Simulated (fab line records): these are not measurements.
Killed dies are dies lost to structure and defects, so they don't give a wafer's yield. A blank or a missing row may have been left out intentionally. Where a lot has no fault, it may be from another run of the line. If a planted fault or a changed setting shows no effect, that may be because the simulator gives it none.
One fault seen from 2 desks	flow sky130	each desk holds nothing but its own numbers, with what lay behind them at the end

== AT THE METROLOGY DESK ==
What the gauges read, lot by lot, whatever tool the lot ran on: means of the sampled wafers that have a number. A lot is out of limits, marked OUT, if its mean lies more than 4 standard deviations from the usual mean; the brackets give that distance.
Columns: A = VT_ADJUST_HVTP_OVL at SKY_VT_ADJUST_HVTP_OVL_MEAS_08, usual -0.9 nm
lot	first seen here	A
L984	day 6 20:40	-1.1
L985	day 6 22:07	-1.0
L987	day 7 12:14	-0.5
L988	day 7 18:34	-2.0
L991	day 8 12:46	0.8
L992	day 8 16:10	-1.4
L993	day 9 00:34	-2.8
L995	day 9 13:29	-1.7
L997	day 10 07:25	-1.0
L998	day 10 13:46	0.1
L101	day 11 04:49	-3.1
L102	day 11 08:39	-0.8
L104	day 12 11:22	-1.4
This desk's finding: nothing out of limits on any of the 13 lots.

== AT THE TOOL OWNER'S DESK: implanter-03 ==
For each lot that ran on this tool, the mean over its sampled wafers that have a number, from the tool's own readings at SKY_LDD_N_IMPLANT_10. A lot is out of limits, marked OUT, if its mean lies more than 4 standard deviations from the usual mean; the brackets give that distance.
Columns: A = rotation deg at SKY_LDD_N_IMPLANT_10, usual 203.00 degrees
lot	first seen here	A
L984	day 18 17:23	203.01
L991	day 21 06:22	203.01
L993	day 21 22:20	203.01
L997	day 23 16:56	203.02
L998	day 24 00:20	202.96
L101	day 24 18:32	275.02 (+99 or more) OUT
L102	day 25 00:59	275.03 (+99 or more) OUT
This desk's finding: out of limits on L101, L102; first on L101, day 24 18:32 (rotation deg at SKY_LDD_N_IMPLANT_10). In limits: L984, L991, L993, L997, L998.

== PUT TOGETHER ==
On L101, L102, at day 24 18:32, an alarm was possible from the tool owner's desk.
From the metrology desk's view, nothing was out of limits.
The metrology desk has L101, L102 on record, within its limits.
The lots listed all ran SKY_LDD_N_IMPLANT_10 on implanter-03.

== WHAT HAD BEEN PUT IN BY THE SIMULATOR ==
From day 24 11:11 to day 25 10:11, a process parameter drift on implanter-03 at SKY_LDD_N_IMPLANT_10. Setting rotation deg, moved by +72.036, from 203. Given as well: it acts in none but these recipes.
Struck lots among those shown: L101, L102.
Each desk's first reading out of limits, in hours after the fault started: the tool owner's desk, 7.
